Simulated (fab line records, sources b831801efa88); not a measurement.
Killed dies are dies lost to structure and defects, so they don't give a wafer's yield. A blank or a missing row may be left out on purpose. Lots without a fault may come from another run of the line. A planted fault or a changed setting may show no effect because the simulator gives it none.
fab line records | flow sky130
record lots=6 wafers=18 last_day=49
route steps=708 shown LDD_HVP@286 LDD_LDN@289 PAD_OPEN@708
lots that met no fault: from a run of the same line without faults
start_h: hours from the record's first day to the start of the lot's first wafer shown | wait_h: hours since the lot's step before | " the same as in the row above | L1.1+2: a row that stands for several wafers | - no value, or no start given | * or withheld: withheld | < > ~ a bound
route shown NAME@n: a module of which the file shows steps, and the number in the route of the first | usual: mean/standard deviation of fault-free wafers | same: alike in all rows | chamber/n: place in a boat | sites: the reading at each site | _std_site: their standard deviation | _edge_site: outer sites' mean less inner sites' | radius_mm: how far each site lies from the wafer's centre | mask NAME#n: copy n | behind: the tool/chamber that last shaped the wafer | hold: why the lot was held/for how many hours/how that ended | device: the transistor (n, p or np) that didn't switch | end of line: the same wafers' tests at the end of the route | a step without rows: its recipe alone | killed: dies lost to structure and defects at the first sort, not the wafer's yield | map: a wafer's dies, x killed, . not, _ none there
set.NAME: the setting as run; set.NAME@STEP: as run at that earlier step | model.NAME: the simulator's own value behind a step, which no gauge read
lots at some steps of the route; a table a step, a row a wafer
services: from which hour (start_h, from the record's first day; less than 0 if before it) a tool's chamber was out of use, for how many hours, and why
## steps
# step SKY_LDD_HVP_IMPLANT_08
# recipe species=B energy_kev=20 dose_cm2=1.7e+13 tilt_deg=17.9
# step SKY_LDD_HVP_STRIP_09
# recipe chemistry=O2/N2 power_w=1400 pressure_mtorr=1500 platen_temp_c=withheld o2_flow_sccm=3000 n2_flow_sccm=300 overash_fraction=0.5
# usual drypump_motor_current_A=5.4/0.57 n2_flow_sccm=300.0/0.85 oes_product_au=0.409/0.0047 strip_time_to_endpoint_s=4.139/0.015
# columns lot.wafer tool chamber start_h wait_h drypump_motor_current_A n2_flow_sccm oes_product_au rf_hours_counter_h strip_time_to_endpoint_s
L119.4 plasma_asher-02 1 512.92 0.1 5.0 301.2 0.411 - 4.123
L119.5 " 1 " " 5.1 300.4 0.412 - 4.132
L119.6 " 0 " " 4.7 300.7 0.412 - 4.147
L122.3 plasma_asher-01 0 526.10 0.1 6.2 300.2 0.416 - 4.141
L122.5 " 1 " " 6.1 300.2 0.417 - 4.142
L122.6 " 0 " " 6.2 300.8 0.411 - 4.158
L133.3 plasma_asher-02 0 624.12 0.1 4.7 301.1 0.408 - 4.131
L133.4 " 1 " " 5.0 298.9 0.404 - 4.152
L133.5 " 0 " " 4.8 300.3 0.411 - 4.140
L134.1 plasma_asher-01 0 632.70 0.1 6.2 299.1 0.413 96 4.134
L134.2 " 1 " " 6.0 300.3 0.411 96 4.135
L134.3 " 1 " " 6.1 300.0 0.402 - 4.135
L136.1 plasma_asher-04 0 655.39 0.1 5.4 300.0 0.399 54 4.146
L136.4 " 1 " " 4.9 299.0 0.416 - 4.131
L136.6 " 1 " " 4.9 298.7 0.415 - 4.139
L138.1 plasma_asher-01 0 665.05 0.1 6.2 300.8 0.404 99 4.113
L138.3 " 1 " " 6.0 300.1 0.407 - 4.122
L138.5 " 0 " " 6.2 299.5 0.404 - 4.109
# step SKY_LDD_HVP_TW_MEAS_10
# usual LDD_HVP_TW=457/5.2
# columns lot.wafer tool chamber start_h wait_h LDD_HVP_TW
L119.4 film_metro-01 - 513.02 0.1 465
L119.5 " - " " 465
L119.6 " - " " 462
L122.3 film_metro-02 - 526.18 0.1 454
L122.5 " - " " 451
L122.6 " - " " 451
L133.3 film_metro-04 - 624.21 0.1 456
L133.4 " - " " 457
L133.5 " - " " 456
L134.1 film_metro-04 - 632.80 0.1 455
L134.2 " - " " 456
L134.3 " - " " 458
L136.1 film_metro-02 - 655.49 0.1 455
L136.4 " - " " 456
L136.6 " - " " 451
L138.1 film_metro-04 - 665.15 0.1 460
L138.3 " - " " 460
L138.5 " - " " 460
# step SKY_LDD_LDN_DEHYDRATE_00
# recipe temp_c=200 time_s=60
# step SKY_LDD_LDN_HMDS_01
# recipe prime_time_s=60 prime_temp_c=120
# step SKY_LDD_LDN_COAT_02
# recipe resist=NOVOLAK spin_rpm=3000 resist_thk_nm=1140
# step SKY_LDD_LDN_SOFTBAKE_03
# recipe temp_c=90 time_s=60 resist=NOVOLAK
# step SKY_LDD_LDN_EXPOSE_04
# recipe mask_id=LDNTM na=0.6 source_shape=conventional sigma_outer=0.6 polarization=unpolarized target_cd_nm=700 dose_mj=140
# step SKY_LDD_LDN_PEB_05
# recipe temp_c=withheld time_s=* resist=NOVOLAK
# step SKY_LDD_LDN_DEVELOP_06
# recipe resist=NOVOLAK developer=TMAH develop_time_s=60 dev_temp_c=23
# step SKY_LDD_LDN_OVL_MEAS_07
# usual LDD_LDN_OVL=0.5/1.2
# columns lot.wafer tool chamber start_h wait_h LDD_LDN_OVL[nm]
L119.4 overlay-02 - 543.43 0.1 3.3
L119.5 " - " " 0.3
L119.6 " - " " 1.5
L122.3 overlay-01 - 555.83 0.1 2.2
L122.5 " - " " 1.3
L122.6 " - " " 1.1
L133.3 overlay-02 - 652.83 0.1 0.6
L133.4 " - " " -0.6
L133.5 " - " " -0.2
L134.1 overlay-01 - 662.20 0.1 -3.5
L134.2 " - " " -1.5
L134.3 " - " " -3.3
L136.1 overlay-01 - 683.77 0.1 2.0
L136.4 " - " " 0.5
L136.6 " - " " 0.6
L138.1 overlay-01 - 692.95 0.1 -0.3
L138.3 " - " " 0.1
L138.5 " - " " -0.6
# step SKY_LDD_LDN_IMPLANT_08
# recipe species=As energy_kev=15 dose_cm2=1.25e+13 tilt_deg=withheld rotation_deg=23
# step SKY_LDD_LDN_IMPLANT_09
# recipe species=As energy_kev=15 dose_cm2=1.25e+13 tilt_deg=withheld rotation_deg=113
# usual dose_ions_cm2=1.25e+13/1.5e+10 faraday_current_uA=70.4/1.4
# columns lot.wafer tool chamber start_h wait_h dose_ions_cm2 faraday_current_uA
L119.4 implanter-03 0 543.68 0.1 1.2495e+13 68.9
L119.5 " 0 " " 1.2508e+13 67.6
L119.6 " 0 " " 1.2504e+13 71.2
L122.3 implanter-03 0 556.05 0.1 1.2495e+13 69.6
L122.5 " 0 " " 1.2491e+13 71.2
L122.6 " 0 " " 1.2474e+13 68.7
L133.3 implanter-03 0 653.05 0.1 2.039e+12 11.4
L133.4 " 0 " " 2.044e+12 11.6
L133.5 " 0 " " 2.036e+12 11.5
L134.1 implanter-03 0 662.39 0.1 2.049e+12 11.3
L134.2 " 0 " " 2.039e+12 11.5
L134.3 " 0 " " 2.041e+12 11.5
L136.1 implanter-02 0 683.95 0.1 1.2508e+13 71.2
L136.4 " 0 " " 1.2527e+13 72.4
L136.6 " 0 " " 1.2535e+13 70.0
L138.1 implanter-04 0 693.14 0.1 1.252e+13 68.3
L138.3 " 0 " " 1.2508e+13 69.1
L138.5 " 0 " " 1.2494e+13 71.5
# step SKY_LDD_LDN_IMPLANT_10
# recipe species=As energy_kev=15.21 dose_cm2=1.25e+13 tilt_deg=withheld rotation_deg=203
# step SKY_LDD_LDN_IMPLANT_11
# recipe species=As energy_kev=15 dose_cm2=1.25e+13 tilt_deg=withheld rotation_deg=293
# step SKY_LDD_LDN_STRIP_12
# recipe chemistry=O2/N2 power_w=1400 pressure_mtorr=1500 platen_temp_c=withheld o2_flow_sccm=3000 n2_flow_sccm=300 overash_fraction=0.5
# usual drypump_motor_current_A=5.06/0.23 n2_flow_sccm=300.1/0.82 oes_product_au=0.716/0.0049 strip_time_to_endpoint_s=14.19/0.035
# columns lot.wafer tool chamber start_h wait_h drypump_motor_current_A n2_flow_sccm oes_product_au rf_hours_counter_h strip_time_to_endpoint_s
L119.4 plasma_asher-04 1 544.08 0.1 4.93 299.2 0.717 - 14.17
L119.5 " 1 " " 4.92 300.4 0.703 - 14.13
L119.6 " 0 " " 5.45 299.8 0.712 - 14.20
L122.3 plasma_asher-04 1 556.48 0.1 4.92 299.1 0.709 - 14.18
L122.5 " 0 " " 5.45 299.3 0.725 - 14.20
L122.6 " 1 " " 4.93 300.8 0.707 - 14.17
L133.3 plasma_asher-03 1 653.49 0.1 5.32 301.6 0.717 - 14.15
L133.4 " 0 " " 5.13 299.9 0.708 - 14.19
L133.5 " 0 " " 5.13 298.6 0.709 - 14.10
L134.1 plasma_asher-03 1 662.84 0.1 5.31 301.4 0.713 21 14.19
L134.2 " 0 " " 5.07 300.8 0.715 21 14.20
L134.3 " 1 " " 5.30 300.1 0.718 - 14.23
L136.1 plasma_asher-04 0 684.40 0.1 5.46 302.0 0.717 57 14.18
L136.4 " 0 " " 5.46 301.0 0.717 - 14.18
L136.6 " 1 " " 4.94 299.8 0.714 - 14.21
L138.1 plasma_asher-04 1 693.59 0.1 4.94 299.6 0.715 58 14.19
L138.3 " 1 " " 4.96 300.2 0.716 - 14.23
L138.5 " 0 " " 5.45 301.0 0.726 - 14.20
# step SKY_LDD_LDN_TW_MEAS_13
# usual LDD_LDN_TW=1486/19
# columns lot.wafer tool chamber start_h wait_h LDD_LDN_TW
L119.4 film_metro-03 - 544.18 0.1 1506
L119.5 " - " " 1507
L119.6 " - " " 1510
L122.3 film_metro-02 - 556.57 0.1 1464
L122.5 " - " " 1456
L122.6 " - " " 1470
L133.3 film_metro-02 - 653.57 0.1 1370
L133.4 " - " " 1375
L133.5 " - " " 1370
L134.1 film_metro-02 - 662.94 0.1 1361
L134.2 " - " " 1371
L134.3 " - " " 1368
L136.1 film_metro-01 - 684.50 0.1 1505
L136.4 " - " " 1502
L136.6 " - " " 1506
L138.1 film_metro-03 - 693.69 0.1 1502
L138.3 " - " " 1505
L138.5 " - " " 1506
# step SKY_LDD_LDN_CLEAN_14
# recipe chemistry=SC1/SC2 mix=1:4:20 temp_c=70 time_s=150 dry=n2_spin
# step SKY_PAD_OPEN_PROBE_99
# usual killed_at_M0_to_M3=43/7.1 killed_at_M4_up=3/1.7 killed_at_contacts=25/5.6 killed_at_front_end=16/4.1 killed_at_other=0.2/0.49 killed_dies=87/9.8 killed_open=47/7.6 killed_short=40/6.1
# same gross_dies=492 killed_at_back_side=0
# columns lot.wafer tool chamber start_h wait_h killed_at_M0_to_M3 killed_at_M4_up killed_at_contacts killed_at_front_end killed_at_other killed_dies killed_open killed_short model.etest.tip_sonos.rs_ohm_sq
L119.4 prober-02 - 1087.52 0.2 49 1 24 12 0 86 44 42 2628
L119.5 prober-02 - 1087.57 0.2 37 3 18 14 0 72 36 36 2559
L119.6 prober-02 - 1087.62 0.2 53 2 17 14 0 86 34 52 2622
L122.3 prober-01 - 1093.29 0.2 26 2 31 10 0 69 39 30 2636
L122.5 prober-01 - 1093.39 0.2 35 2 18 18 0 73 43 30 2656
L122.6 prober-01 - 1093.44 0.2 47 0 31 15 0 93 48 45 2609
L133.3 prober-01 - 1159.52 0.2 47 4 23 18 1 93 53 40 3110
L133.4 prober-01 - 1159.57 0.2 41 1 29 23 0 94 49 45 3120
L133.5 prober-01 - 1159.62 0.2 30 1 29 21 0 81 46 35 3133
L134.1 prober-02 - 1167.54 0.1 45 0 31 13 0 89 54 35 3014
L134.2 prober-02 - 1167.59 0.1 34 4 25 15 1 79 45 34 3019
L134.3 prober-02 - 1167.64 0.2 44 0 24 13 0 81 37 44 2997
L136.1 prober-02 - 1178.81 0.1 48 4 17 17 0 86 49 37 2672
L136.4 prober-02 - 1178.96 0.2 41 7 23 19 1 91 47 44 2717
L136.6 prober-02 - 1179.06 0.2 45 4 31 18 0 98 51 47 2705
L138.1 prober-02 - 1185.77 0.1 51 4 20 11 0 86 38 48 2659
L138.3 prober-02 - 1185.87 0.2 43 3 13 17 1 77 38 39 2621
L138.5 prober-02 - 1185.97 0.2 51 5 17 16 0 89 43 46 2610
# killed by level:class
L119.4 VIA1:geometric_particle:open=11 VIA2:geometric_particle:open=8 CONTACT:geometric_particle:open=8 METAL2:geometric_particle:short=8 VIA1:geometric_particle:short=7 VIA2:geometric_particle:short=5 VIA3:geometric_particle:open=4 LI_CONTACT:geometric_particle:short=4
L119.5 VIA1:geometric_particle:open=7 VIA3:geometric_particle:open=6 FIELD_ISO:geometric_particle:open=5 METAL1:geometric_particle:short=5 LI_CONTACT:geometric_particle:open=5 VIA1:geometric_particle:short=5 METAL2:geometric_particle:short=4 POLY_GATE:geometric_particle:open=4
L119.6 VIA1:geometric_particle:open=11 VIA2:geometric_particle:open=9 CONTACT:geometric_particle:short=9 VIA1:geometric_particle:short=8 FIELD_ISO:geometric_particle:short=6 VIA2:geometric_particle:short=6 METAL3:geometric_particle:short=6 FIELD_ISO:geometric_particle:open=3
L122.3 CONTACT:geometric_particle:open=10 VIA1:geometric_particle:open=8 LI_CONTACT:geometric_particle:open=7 CONTACT:geometric_particle:short=5 VIA2:geometric_particle:open=5 LOCAL_INTERCONNECT:geometric_particle:short=4 METAL1:geometric_particle:short=4 FIELD_ISO:geometric_particle:short=3
L122.5 LI_CONTACT:geometric_particle:open=10 VIA3:geometric_particle:open=7 VIA2:geometric_particle:open=6 POLY_GATE:geometric_particle:open=5 VIA1:geometric_particle:short=5 VIA1:geometric_particle:open=5 SPACER:geometric_particle:short=4 LOCAL_INTERCONNECT:geometric_particle:short=4
L122.6 VIA1:geometric_particle:open=11 CONTACT:geometric_particle:open=10 LI_CONTACT:geometric_particle:open=9 VIA1:geometric_particle:short=9 VIA3:geometric_particle:short=7 VIA3:geometric_particle:open=5 POLY_GATE:geometric_particle:short=4 POLY_GATE:geometric_particle:open=4
L133.3 CONTACT:geometric_particle:open=10 VIA1:geometric_particle:open=10 VIA2:geometric_particle:open=7 VIA3:geometric_particle:open=7 FIELD_ISO:geometric_particle:short=6 METAL1:geometric_particle:short=6 LI_CONTACT:geometric_particle:open=5 CONTACT:geometric_particle:short=5
L133.4 CONTACT:geometric_particle:short=11 VIA1:geometric_particle:open=10 CONTACT:geometric_particle:open=8 FIELD_ISO:geometric_particle:short=6 VIA2:geometric_particle:open=6 FIELD_ISO:geometric_particle:open=5 POLY_GATE:geometric_particle:open=5 LI_CONTACT:geometric_particle:open=5
L133.5 CONTACT:geometric_particle:open=10 VIA3:geometric_particle:open=10 CONTACT:geometric_particle:short=8 POLY_GATE:geometric_particle:short=7 POLY_GATE:geometric_particle:open=6 LI_CONTACT:geometric_particle:open=6 VIA1:geometric_particle:open=5 FIELD_ISO:geometric_particle:open=4
L134.1 CONTACT:geometric_particle:open=15 VIA1:geometric_particle:open=12 VIA2:geometric_particle:open=10 LI_CONTACT:geometric_particle:open=8 POLY_GATE:geometric_particle:short=6 VIA3:geometric_particle:short=5 LI_CONTACT:geometric_particle:short=4 VIA3:geometric_particle:open=4
L134.2 CONTACT:geometric_particle:open=12 FIELD_ISO:geometric_particle:short=7 LI_CONTACT:geometric_particle:open=7 VIA3:geometric_particle:open=7 VIA2:geometric_particle:open=5 METAL1:geometric_particle:short=5 VIA1:geometric_particle:open=5 FIELD_ISO:geometric_particle:open=4
L134.3 VIA1:geometric_particle:open=11 LI_CONTACT:geometric_particle:open=10 VIA3:geometric_particle:open=6 FIELD_ISO:geometric_particle:short=5 CONTACT:geometric_particle:short=5 METAL1:geometric_particle:short=5 VIA1:geometric_particle:short=5 VIA2:geometric_particle:short=5
L136.1 VIA1:geometric_particle:open=11 VIA2:geometric_particle:open=10 VIA3:geometric_particle:open=8 FIELD_ISO:geometric_particle:open=7 CONTACT:geometric_particle:short=5 CONTACT:geometric_particle:open=5 FIELD_ISO:geometric_particle:short=4 VIA1:geometric_particle:short=4
L136.4 FIELD_ISO:geometric_particle:short=9 VIA2:geometric_particle:open=8 CONTACT:geometric_particle:open=8 VIA3:geometric_particle:open=8 VIA1:geometric_particle:open=7 CONTACT:geometric_particle:short=6 METAL4:geometric_particle:short=5 METAL1:geometric_particle:short=5
L136.6 CONTACT:geometric_particle:open=12 LI_CONTACT:geometric_particle:open=7 METAL2:geometric_particle:short=7 METAL1:geometric_particle:short=7 VIA1:geometric_particle:open=7 CONTACT:geometric_particle:short=6 VIA3:geometric_particle:open=6 FIELD_ISO:geometric_particle:open=5
L138.1 VIA1:geometric_particle:open=14 VIA1:geometric_particle:short=7 CONTACT:geometric_particle:short=6 METAL2:geometric_particle:short=6 POLY_GATE:geometric_particle:open=5 LI_CONTACT:geometric_particle:open=5 METAL1:geometric_particle:short=5 VIA3:geometric_particle:open=5
L138.3 VIA3:geometric_particle:open=8 METAL2:geometric_particle:short=6 VIA1:geometric_particle:short=6 VIA1:geometric_particle:open=6 POLY_GATE:geometric_particle:open=5 CONTACT:geometric_particle:open=5 VIA2:geometric_particle:open=5 FIELD_ISO:geometric_particle:short=4
L138.5 VIA1:geometric_particle:open=18 CONTACT:geometric_particle:short=9 POLY_GATE:geometric_particle:open=6 METAL2:geometric_particle:short=6 VIA2:geometric_particle:short=6 VIA3:geometric_particle:open=6 FIELD_ISO:geometric_particle:short=4 VIA1:geometric_particle:short=4
## services
# columns tool chamber start_h hours kind
implanter-04 - 497.57 2.1 repair
implanter-02 - 499.64 2.7 repair
plasma_asher-03 - 505.81 23.8 repair
implanter-02 - 523.09 0.7 repair
plasma_asher-01 - 529.24 4.1 repair
implanter-04 - 531.44 1.1 repair
implanter-02 - 547.96 2.4 repair
implanter-04 - 549.17 99.2 repair
implanter-03 - 590.04 0.6 repair
plasma_asher-02 - 638.98 1.7 repair
plasma_asher-02 - 642.88 3.0 repair
implanter-04 - 655.65 6.0 repair
plasma_asher-03 - 665.71 0.6 repair
plasma_asher-03 - 666.26 2.8 pm
plasma_asher-03 - 670.87 1.4 repair
implanter-04 - 682.95 1.8 repair
## key
first_sign step=SKY_LDD_LDN_IMPLANT_09 reading=dose_ions_cm2 direction=down sigmas=99+ usual=* struck=*
effect step=SKY_LDD_LDN_IMPLANT_09 reading=faraday_current_uA direction=down sigmas=44 usual=70.4 struck=11.5
effect step=SKY_LDD_LDN_TW_MEAS_13 reading=LDD_LDN_TW direction=down sigmas=6.1 usual=1486 struck=1369
model_effect step=SKY_PAD_OPEN_PROBE_99 value=etest.tip_sonos.rs_ohm_sq without=2732 struck=3066
met_at SKY_LDD_LDN_IMPLANT_09
struck_wafers L133.3,L133.4,L133.5,L134.1,L134.2,L134.3
tester_left_out L133,L134
onset_between 556.05 653.05
fault kind=process_parameter_drift tool=implanter-03 chamber=- onset_h=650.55 steps=SKY_LDD_LDN_IMPLANT_09 channel=dose_cm2 offset=* shape=step end_h=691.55 acts_in=* stated=*
# tester_left_out: of these lots the tester's yield and bins aren't shown, on N5 and GAA mostly nor the transistor test; their killed dies are dies lost to structure and defects alone, not to doping, threshold or leakage, so they don't give the yield
